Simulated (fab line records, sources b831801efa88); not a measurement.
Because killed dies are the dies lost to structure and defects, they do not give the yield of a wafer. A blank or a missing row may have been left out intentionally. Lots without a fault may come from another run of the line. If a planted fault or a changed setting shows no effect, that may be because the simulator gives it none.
The tool behind it: which one? -- flow sky130 -- 12 lots, 34 wafers sampled, at 6 steps of a route of 708

## WHAT EACH GAUGE READ, for each wafer
SKY_SD_N_OVL_MEAS_08. Usual: for SD_N_OVL the level is 0.8 nm and the standard deviation is 1.2.
lot,measured,on,SD_N_OVL (nm),flag
L379,day 28 14:20,overlay-02,-1.9 -0.1 -1.3,
L384,day 29 14:23,overlay-02,1.1 0.9 0.0,
L386,day 30 09:31,overlay-02,1.9 1.0 1.1,
L385,day 30 12:20,overlay-01,2.2 2.3 3.6,
L387,day 30 12:37,overlay-01,0.5 -0.5 -0.2,
L388,day 31 00:43,overlay-01,-0.9 -0.1 0.1,
L389,day 31 10:57,overlay-02,0.9 0.5 -0.7,
L390,day 31 19:20,overlay-02,0.6 0.5 0.8,
L392,day 32 05:50,overlay-02,4.0 1.4 1.8,
L394,day 32 18:22,overlay-01,-0.3 0.2 0.4,
L399,day 34 13:04,overlay-02,-0.2,
L401,day 34 22:06,overlay-02,2.6 1.3 1.1,

SKY_SD_N_RS_MEAS_16: measurement is done with a four-point probe. Usual: for SD_N_RS the level is 68.56 ohm/sq and the standard deviation is 0.11.
lot,measured,on,SD_N_RS (ohm/sq),flag
L379,day 28 15:04,filmMetro-01,68.70 68.61 68.67,
L384,day 29 15:08,filmMetro-03,68.54 68.56 68.57,
L386,day 30 10:16,filmMetro-01,68.56 68.26 68.41,
L385,day 30 13:04,filmMetro-01,68.71 68.72 68.57,
L387,day 30 13:21,filmMetro-04,68.53 68.66 68.61,
L388,day 31 01:26,filmMetro-01,68.59 68.69 68.55,
L389,day 31 11:43,filmMetro-03,68.46 68.38 68.47,
L390,day 31 20:04,filmMetro-03,68.56 68.60 68.48,
L392,day 32 06:34,filmMetro-04,68.69 68.59 68.64,
L394,day 32 19:06,filmMetro-03,68.60 68.65 68.63,
L399,day 34 13:47,filmMetro-01,68.17,OFF
L401,day 34 22:52,filmMetro-03,68.49 68.69 68.66,

SKY_SD_N_RS_MEAS_17: measurement is done with a four-point probe. Usual: for SD_P_RS the level is 147.1 ohm/sq and the standard deviation is 0.33.
lot,measured,on,SD_P_RS (ohm/sq),flag
L379,day 28 15:11,filmMetro-01,147.5 147.2 147.5,
L384,day 29 15:16,filmMetro-03,146.8 147.3 146.6,
L386,day 30 10:23,filmMetro-01,146.8 146.8 147.1,
L385,day 30 13:11,filmMetro-01,147.6 147.3 147.3,
L387,day 30 13:28,filmMetro-04,147.1 147.4 147.3,
L388,day 31 01:33,filmMetro-01,147.3 147.3 147.0,
L389,day 31 11:50,filmMetro-03,146.8 146.6 147.1,
L390,day 31 20:11,filmMetro-03,146.7 147.2 146.9,
L392,day 32 06:41,filmMetro-04,147.5 146.6 146.9,
L394,day 32 19:13,filmMetro-03,147.1 147.1 146.9,
L399,day 34 13:54,filmMetro-01,144.2,OFF
L401,day 34 22:59,filmMetro-03,147.2 147.6 147.4,

SKY_LI_CONTACT_BOW_MEAS_03. Usual: for LI_CONTACT_BOW the level is 56 um and the standard deviation is 7.1.
lot,measured,on,LI_CONTACT_BOW (um),flag
L379,day 28 15:55,filmMetro-01,52 67 59,
L384,day 29 15:59,filmMetro-04,40 55 59,
L386,day 30 11:06,filmMetro-01,47 54 58,
L385,day 30 13:55,filmMetro-04,59 50 71,
L387,day 30 14:11,filmMetro-03,40 56 53,
L388,day 31 02:16,filmMetro-03,42 61 66,
L389,day 31 12:33,filmMetro-04,61 60 56,
L390,day 31 20:58,filmMetro-04,52 68 61,
L392,day 32 07:25,filmMetro-01,52 58 64,
L394,day 32 19:56,filmMetro-03,49 64 48,
L399,day 34 14:37,filmMetro-03,57,
L401,day 34 23:42,filmMetro-01,58 52 54,

## WHICH TOOL RAN EACH LOT (tool, then ch and the chambers of the sampled wafers, then the start)
lot,SKY_POLY_CUT_STRIP_12,SKY_SD_N_RTA_14
L379,"plasmaAsher-04 ch 0,1, day 24 22:33","rtpAnneal-02 ch 0, day 28 14:53"
L384,"plasmaAsher-03 ch 0,1, day 26 00:03","rtpAnneal-01 ch 0, day 29 14:56"
L386,"plasmaAsher-04 ch 0,1, day 26 19:40","rtpAnneal-02 ch 0, day 30 10:04"
L385,"plasmaAsher-03 ch 0,1, day 26 21:23","rtpAnneal-01 ch 0, day 30 12:53"
L387,"plasmaAsher-03 ch 0,1, day 26 22:40","rtpAnneal-02 ch 0, day 30 13:10"
L388,"plasmaAsher-01 ch 0,1, day 27 10:51","rtpAnneal-01 ch 0, day 31 01:16"
L389,"plasmaAsher-04 ch 0,1, day 27 21:50","rtpAnneal-02 ch 0, day 31 11:30"
L390,"plasmaAsher-01 ch 0,1, day 28 05:41","rtpAnneal-01 ch 0, day 31 19:53"
L392,"plasmaAsher-01 ch 0,1, day 28 17:42","rtpAnneal-01 ch 0, day 32 06:23"
L394,"plasmaAsher-04 ch 0,1, day 29 06:35","rtpAnneal-01 ch 0, day 32 18:55"
L399,"plasmaAsher-03 ch 1, day 31 03:13","rtpAnneal-02 ch 0, day 34 13:37"
L401,"plasmaAsher-04 ch 0,1, day 31 15:01","rtpAnneal-01 ch 0, day 34 22:39"
- SKY_POLY_CUT_STRIP_12: strips in O2/N2.
- SKY_SD_N_RTA_14: time 2 s.

## WHAT THE TOOLS THEMSELVES READ (means of the sampled wafers that have a number; where no wafer has one, the mark that the record gives instead)
SKY_POLY_CUT_STRIP_12. Usual: drypumpMotorCurrentA 6.0 A, standard deviation 0.41; oesProductAu 0.452 a.u., standard deviation 0.005; stripTimeToEndpointS 5.352 s, standard deviation 0.017.
lot,tool,drypumpMotorCurrentA (A),oesProductAu (a.u.),stripTimeToEndpointS (s),flag
L379,plasmaAsher-04,5.8,0.457,5.355,
L384,plasmaAsher-03,6.2,0.455,5.354,
L386,plasmaAsher-04,5.8,0.453,5.349,
L385,plasmaAsher-03,6.2,0.453,5.367,
L387,plasmaAsher-03,6.1,0.455,5.382,
L388,plasmaAsher-01,6.3,0.447,5.330,
L389,plasmaAsher-04,5.7,0.454,5.360,
L390,plasmaAsher-01,5.9,0.455,5.343,
L392,plasmaAsher-01,6.3,0.448,5.367,
L394,plasmaAsher-04,5.7,0.456,5.334,
L399,plasmaAsher-03,5.9,0.448,5.352,
L401,plasmaAsher-04,5.7,0.454,5.353,

SKY_SD_N_RTA_14. Usual: lampPowerPct 15.74 %, standard deviation 0.05; rampDownCPerS 90.001, standard deviation 0.016; wafer_temp_C_max 1077.9, standard deviation 1.2.
lot,tool,lampPowerPct (%),rampDownCPerS,wafer_temp_C_max,flag
L379,rtpAnneal-02,15.70,89.990,1078.2,
L384,rtpAnneal-01,15.76,90.012,1077.5,
L386,rtpAnneal-02,15.72,89.998,1077.8,
L385,rtpAnneal-01,15.69,90.000,1079.0,
L387,rtpAnneal-02,15.68,89.998,1078.1,
L388,rtpAnneal-01,15.79,89.996,1077.6,
L389,rtpAnneal-02,15.75,89.980,1076.8,
L390,rtpAnneal-01,15.70,90.003,1078.0,
L392,rtpAnneal-01,15.71,89.980,1077.6,
L394,rtpAnneal-01,15.78,90.004,1076.5,
L399,rtpAnneal-02,15.74,90.023,1083.6,OFF
L401,rtpAnneal-01,15.79,90.009,1078.6,

## THE ANSWER, worked out from the rows above alone
Rule: a lot is off if the mean of its wafers that have a number lies more than 3 standard deviations from the usual mean. Also off: a lot with no number at a reading for which 4 or more lots have one. The other lots that the step has rows for count as sound. The gauges are gone through in route order, then the tools' own readings, and for those a lot's mean is taken as printed above. At the first step where some lot is off, the reading lying furthest off is the one used; lots without a number count as furthest.
Off: at SKY_SD_N_RS_MEAS_16 (SD_N_RS), L399.
A tool fits if, at a process step before that reading, it ran every lot that is off, and no sound lot after the first of them. The gauges at SKY_SD_N_RS_MEAS_16 aren't tried: what is off there is off at SKY_SD_N_RTA_14 too, on other tools, and a gauge's error can't cause that. This does not decide it: 2 tools fit, namely plasmaAsher-03 at SKY_POLY_CUT_STRIP_12 and rtpAnneal-02 at SKY_SD_N_RTA_14.

## WHAT WAS PUT IN BY THE SIMULATOR
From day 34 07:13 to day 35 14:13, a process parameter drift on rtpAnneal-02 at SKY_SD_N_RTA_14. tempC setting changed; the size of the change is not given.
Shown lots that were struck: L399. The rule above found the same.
